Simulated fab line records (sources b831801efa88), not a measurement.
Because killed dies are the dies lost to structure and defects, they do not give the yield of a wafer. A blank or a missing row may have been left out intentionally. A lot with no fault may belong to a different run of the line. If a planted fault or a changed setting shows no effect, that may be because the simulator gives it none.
What tool caused it? ; flow gf180mcu ; 12 lots with 36 wafers sampled at 5 steps, on a route of 602 steps

## WHAT THE GAUGES READ, wafer by wafer
GF_VT_IMPLANT_OVL_MEAS_18. Usual: for VT_IMPLANT_01_OVL the level is -0.3 nm and the standard deviation is 0.91.
lot;measured;on;VT_IMPLANT_01_OVL (nm);flag
L360;day 6 23:54;overlay-02;0.5 0.6 -0.7;
L361;day 7 01:53;overlay-01;-1.0 -0.4 -0.6;
L362;day 7 09:10;overlay-01;-0.3 0.1 0.6;
L364;day 7 20:46;overlay-01;-0.5 -0.2 -2.7;
L365;day 8 02:43;overlay-01;-0.6 0.2 1.2;
L369;day 9 03:25;overlay-02;-0.6 -0.5 -1.2;
L370;day 9 08:58;overlay-02;-1.9 -0.8 -0.8;
L372;day 9 22:35;overlay-02;-1.3 -0.7 -1.6;
L373;day 10 08:56;overlay-01;-0.3 -0.8 0.7;
L374;day 10 12:56;overlay-02;0.1 1.2 0.6;
L377;day 11 06:44;overlay-01;-1.6 -1.2 -0.7;
L381;day 12 12:50;overlay-01;-0.4 -0.3 0.6;

GF_VT_IMPLANT_RS_MEAS_46: measurement is done with a four-point probe. Usual: for MVSD_RS the level is 456.6 ohm/sq and the standard deviation is 1.
lot;measured;on;MVSD_RS (ohm/sq);flag
L360;day 8 08:02;filmMetro-03;455.7 457.2 457.3;
L361;day 8 10:35;filmMetro-04;456.8 456.9 457.0;
L362;day 8 17:56;filmMetro-04;457.1 457.4 457.3;
L364;day 9 07:34;filmMetro-02;456.4 454.9 454.5;
L365;day 9 13:09;filmMetro-04;456.7 456.9 456.0;
L369;day 10 15:05;filmMetro-03;454.9 455.4 455.9;
L370;day 10 21:18;filmMetro-03;458.0 456.3 457.0;
L372;day 11 12:26;filmMetro-03;490.8 490.8 489.2 489.9 490.6 489.4;OFF
L373;day 11 22:55;filmMetro-04;489.0 488.9 489.7 488.5 489.4 490.2;OFF
L374;day 12 03:20;filmMetro-03;456.6 456.7 457.1;
L377;day 12 23:24;filmMetro-03;456.9 456.6 458.7;
L381;day 14 05:52;filmMetro-03;456.3 457.5 456.1;

GF_VT_IMPLANT_RS_MEAS_47: measurement is done with a four-point probe. Usual: for NWELL_RS the level is 488.2 ohm/sq and the standard deviation is 1.3.
lot;measured;on;NWELL_RS (ohm/sq);flag
L360;day 8 08:09;filmMetro-03;488.3 488.0 489.5;
L361;day 8 10:42;filmMetro-04;488.4 486.7 487.3;
L362;day 8 18:04;filmMetro-04;488.3 486.7 486.7;
L364;day 9 07:41;filmMetro-02;487.1 487.2 489.2;
L365;day 9 13:16;filmMetro-04;485.0 485.6 486.3;
L369;day 10 15:12;filmMetro-03;488.8 487.9 488.3;
L370;day 10 21:25;filmMetro-03;488.7 488.6 489.9;
L372;day 11 14:45;filmMetro-03;487.1 489.0 488.7;
L373;day 12 01:52;filmMetro-04;489.2 488.8 488.9;
L374;day 12 03:27;filmMetro-03;488.3 488.2 488.9;
L377;day 12 23:31;filmMetro-03;491.4 490.1 490.8;
L381;day 14 05:59;filmMetro-03;488.3 489.0 487.4;

GF_POLY_GATE_THK_MEAS_01. Usual: for POLY_GATE_CVD_00_THK the level is 199.7 nm and the standard deviation is 1.8.
lot;measured;on;POLY_GATE_CVD_00_THK (nm);flag
L360;day 9 06:01;filmMetro-04;199.7 201.9 199.7;
L361;day 9 09:38;filmMetro-04;201.2 200.7 201.3;
L362;day 9 17:51;filmMetro-03;200.1 199.6 198.5;
L364;day 10 09:16;filmMetro-01;200.0 201.3 201.3;
L365;day 10 13:47;filmMetro-04;199.8 201.8 200.1;
L369;day 11 14:57;filmMetro-04;199.5 199.6 200.0;
L370;day 11 22:16;filmMetro-03;200.0 201.8 201.0;
L372;day 12 14:29;filmMetro-03;199.1 198.9 200.2;
L373;day 12 23:58;filmMetro-01;198.5 200.5 200.0;
L374;day 13 05:40;filmMetro-04;200.0 201.6 200.3;
L377;day 14 00:45;filmMetro-01;196.9 198.9 199.0;
L381;day 15 09:23;filmMetro-01;195.8 193.6 193.3;OFF

## WHAT TOOL EACH LOT RAN ON (gives the tool, then ch and the chambers of the sampled wafers, and finally the start)
lot;GF_MVSD_IMPLANT_09
L360;implanter-01 ch 0, day 5 02:25
L361;implanter-01 ch 0, day 5 04:07
L362;implanter-03 ch 0, day 5 10:52
L364;implanter-03 ch 0, day 5 21:03
L365;implanter-04 ch 0, day 6 04:00
L369;implanter-01 ch 0, day 7 02:20
L370;implanter-01 ch 0, day 7 06:13
L372;implanter-01 ch 0, day 7 20:08
L373;implanter-01 ch 0, day 8 04:15
L374;implanter-03 ch 0, day 8 08:14
L377;implanter-04 ch 0, day 9 00:43
L381;implanter-03 ch 0, day 10 02:37
- GF_MVSD_IMPLANT_09

## AS READ BY THE TOOLS THEMSELVES (means over the sampled wafers that have a number; for cases with no such wafer, the mark the record gives instead)
GF_MVSD_IMPLANT_09. Usual: doseIonsCm2 5e+12, standard deviation 5.5e+09; faradayCurrentUA 28.2, standard deviation 0.57.
lot;tool;doseIonsCm2;faradayCurrentUA;flag
L360;implanter-01;5e+12;27.6;
L361;implanter-01;5e+12;28.2;
L362;implanter-03;5e+12;28.8;
L364;implanter-03;5e+12;28.4;
L365;implanter-04;5e+12;28.2;
L369;implanter-01;5e+12;27.7;
L370;implanter-01;5e+12;27.7;
L372;implanter-01;3e+12;17.3;OFF
L373;implanter-01;3e+12;17.2;OFF
L374;implanter-03;5e+12;28.2;
L377;implanter-04;5e+12;28.4;
L381;implanter-03;5e+12;27.9;

## THE ANSWER, worked out from the rows above alone
Rule: a lot counts as off when the mean over its wafers that have a number is more than 3 standard deviations away from the usual mean. Also off: a lot with no number at a reading for which 4 or more lots have one. Where the step has rows for the other lots, those lots are counted as sound. First the gauges in route order, then the tools' own readings, where a lot's mean is used as printed above. At the first step where some lot is off, the reading lying furthest off is the one used; lots without a number count as furthest.
Off: L372, L373, seen at GF_VT_IMPLANT_RS_MEAS_46 (MVSD_RS).
A tool fits if, at a process step before that reading, it ran every lot that is off, and no sound lot after the first of them. The gauges at GF_VT_IMPLANT_RS_MEAS_46 aren't tried: what is off there is off at GF_MVSD_IMPLANT_09 too, on other tools, and a gauge's error can't cause that. One candidate fits, namely implanter-01 at GF_MVSD_IMPLANT_09. Its last sound lot is L370 (day 7 06:13), its first lot that is off L372 (day 7 20:08): a fault that began between those two fits.
The tool's own readings at GF_MVSD_IMPLANT_09 bear it out: on the lots that are off they differ by more than 5 times the standard deviation of the sound lots' means. doseIonsCm2 reads 3e+12 there against 5e+12 on the sound lots; faradayCurrentUA reads 17.2 there against 28.1 on the sound lots.

## WHAT WAS PUT IN BY THE SIMULATOR
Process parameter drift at GF_MVSD_IMPLANT_09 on implanter-01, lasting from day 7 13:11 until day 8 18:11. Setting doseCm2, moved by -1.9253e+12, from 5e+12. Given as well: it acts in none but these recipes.
Struck lots among those shown: L372, L373. The rule above reached the same finding.
